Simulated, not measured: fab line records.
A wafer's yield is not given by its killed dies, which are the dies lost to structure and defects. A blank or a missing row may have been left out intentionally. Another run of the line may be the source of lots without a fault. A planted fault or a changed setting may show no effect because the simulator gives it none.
Matching of chambers -- flow gf180mcu -- GF_CONTACT_CMP_27 on cmp-02: 4 sister chambers
The step polishes, stops on SiO2, t overpolish 15 s, target thk 0 nm. 20 wafers are shown with their chamber, then 10 later ones without.

WAFERS PAIRED WITH THEIR CHAMBERS
wafer,chamber,time-to-endpoint-s (s),motor-current-A (A),overpolish-run-s (s)
L486.1,1,69,11.5,14.993
L486.2,2,71,11.7,14.998
L486.5,0,74,10.9,14.997
L491.1,0,73,10.3,14.998
L491.2,3,62,10.1,14.993
L491.6,0,74,10.5,15.009
L492.3,3,63,9.6,14.989
L492.4,0,75,10.8,15.010
L492.5,1,72,11.0,15.006
L494.2,0,72,10.8,15.001
L494.4,2,68,12.1,15.002
L494.5,3,60,10.0,15.003
L495.2,3,60,10.2,15.000
L495.4,1,66,11.6,14.993
L495.6,0,72,10.5,14.997
L498.1,0,74,10.6,14.994
L498.2,2,70,11.6,14.984
L498.3,1,71,11.1,15.004
L501.2,0,77,11.2,14.993
L501.5,2,73,12.5,14.995

SIGNATURES, as means of the wafers listed above
reading,chamber 0,chamber 1,chamber 2,chamber 3,scatter within a chamber
time-to-endpoint-s,73.88,69.50,70.50,61.25,1.93
motor-current-A,10.700,11.300,11.975,9.975,0.31
overpolish-run-s,14.99987,14.99900,14.99475,14.99625,0.00678
Rule: a wafer lies at a distance from a chamber equal to the root of the sum of squares, over the readings, of (its reading less the chamber's mean, divided by the reading's scatter). If the next closest chamber is less than 2 further off than the closest, the wafer can't be placed; otherwise it belongs to the closest. How the scatter is found: for the shown wafers, subtract from each reading the mean of its chamber, square and add these, divide the total by (wafers less chambers), then take the root.

WAFERS WITHOUT THEIR CHAMBER
wafer,time-to-endpoint-s (s),motor-current-A (A),overpolish-run-s (s)
L501.6,71,11.8,14.987
L506.1,69,11.1,15.012
L506.4,61,10.0,14.995
L506.6,72,10.5,15.003
L507.1,65,12.0,14.996
L507.2,58,9.7,15.005
L507.6,67,11.1,14.993
L508.4,64,11.0,14.987
L508.5,65,11.7,15.004
L508.6,61,9.8,15.006

CHAMBER TAKEN BY EACH
wafer,from the rows above,in truth
L501.6,can't be placed: 2 or 1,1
L506.1,can't be placed: 1 or 0 or 2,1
L506.4,3,3
L506.6,can't be placed: 0 or 1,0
L507.1,can't be placed: 2 or 1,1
L507.2,3,3
L507.6,can't be placed: 1 or 2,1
L508.4,can't be placed: 1 or 3 or 2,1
L508.5,can't be placed: 1 or 2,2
L508.6,3,3
Correctly placed: 3 of 10. These rows do not allow placing 7 (true chamber among the candidates in 7). Number placed wrongly: 0.
